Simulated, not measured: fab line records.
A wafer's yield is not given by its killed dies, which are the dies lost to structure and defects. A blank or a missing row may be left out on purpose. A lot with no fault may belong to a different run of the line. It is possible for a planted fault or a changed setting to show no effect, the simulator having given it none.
Matching of chambers || flow sky130 || 4 sister chambers for SKY_POLY_GATE_ETCH_16 on rieDiel-01
The step etches Si3N4 in CH3F/O2, stops on poly-Si, time 147.5 s, target depth 75 nm. 7 wafers are shown with their chamber, then 8 later ones without.

## WAFERS WITH THEIR CHAMBER
{"wafer": "L084.5", "chamber": 0, "oesProductAu (a.u.)": 0.644, "throttleValvePct (%)": 10.537}
{"wafer": "L085.4", "chamber": 1, "oesProductAu (a.u.)": 0.639, "throttleValvePct (%)": 10.537}
{"wafer": "L085.6", "chamber": 1, "oesProductAu (a.u.)": 0.646, "throttleValvePct (%)": 10.549}
{"wafer": "L090.1", "chamber": 0, "oesProductAu (a.u.)": 0.642, "throttleValvePct (%)": 10.531}
{"wafer": "L090.4", "chamber": 2, "oesProductAu (a.u.)": 0.645, "throttleValvePct (%)": 10.544}
{"wafer": "L090.5", "chamber": 2, "oesProductAu (a.u.)": 0.638, "throttleValvePct (%)": 10.535}
{"wafer": "L094.1", "chamber": 3, "oesProductAu (a.u.)": 0.627, "throttleValvePct (%)": 10.538}

## WAFERS WITH NO CHAMBER GIVEN
{"wafer": "L094.4", "oesProductAu (a.u.)": 0.635, "throttleValvePct (%)": 10.538}
{"wafer": "L094.6", "oesProductAu (a.u.)": 0.641, "throttleValvePct (%)": 10.529}
{"wafer": "L096.1", "oesProductAu (a.u.)": 0.641, "throttleValvePct (%)": 10.532}
{"wafer": "L096.3", "oesProductAu (a.u.)": 0.633, "throttleValvePct (%)": 10.544}
{"wafer": "L096.5", "oesProductAu (a.u.)": 0.645, "throttleValvePct (%)": 10.544}
{"wafer": "L097.2", "oesProductAu (a.u.)": 0.639, "throttleValvePct (%)": 10.529}
{"wafer": "L097.4", "oesProductAu (a.u.)": 0.642, "throttleValvePct (%)": 10.517}
{"wafer": "L097.6", "oesProductAu (a.u.)": 0.637, "throttleValvePct (%)": 10.509}

## THE CHAMBER EACH PASSED THROUGH
{"wafer": "L094.4", "from the rows above": "can't be placed: 2 or 3 or 1 or 0", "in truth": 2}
{"wafer": "L094.6", "from the rows above": "can't be placed: 0 or 2 or 1", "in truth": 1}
{"wafer": "L096.1", "from the rows above": "can't be placed: 0 or 2 or 1", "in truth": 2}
{"wafer": "L096.3", "from the rows above": "can't be placed: 3 or 2 or 1 or 0", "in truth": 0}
{"wafer": "L096.5", "from the rows above": "can't be placed: 1 or 2 or 0", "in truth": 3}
{"wafer": "L097.2", "from the rows above": "can't be placed: 0 or 2 or 1 or 3", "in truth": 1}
{"wafer": "L097.4", "from the rows above": "can't be placed: 0 or 2 or 1", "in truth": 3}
{"wafer": "L097.6", "from the rows above": "can't be placed: 0 or 2 or 3 or 1", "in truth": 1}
Correctly placed: 0 of 8. Not placeable from these rows: 8 (in 6, the candidates include the true chamber). Wrongly placed: 0.
How it was worked out, from the rows above alone: a wafer's distance from a chamber is the root of the sum, over the readings, of the square of ((its reading less the chamber's mean) divided by the reading's scatter). If the next closest chamber is less than 2 further off than the closest, the wafer can't be placed; otherwise it belongs to the closest. The mean given for a chamber averages the wafers shown for that chamber. The scatter: the root of (the sum of the squares of (reading less its chamber's mean) over the shown wafers, divided by (wafers less chambers)).
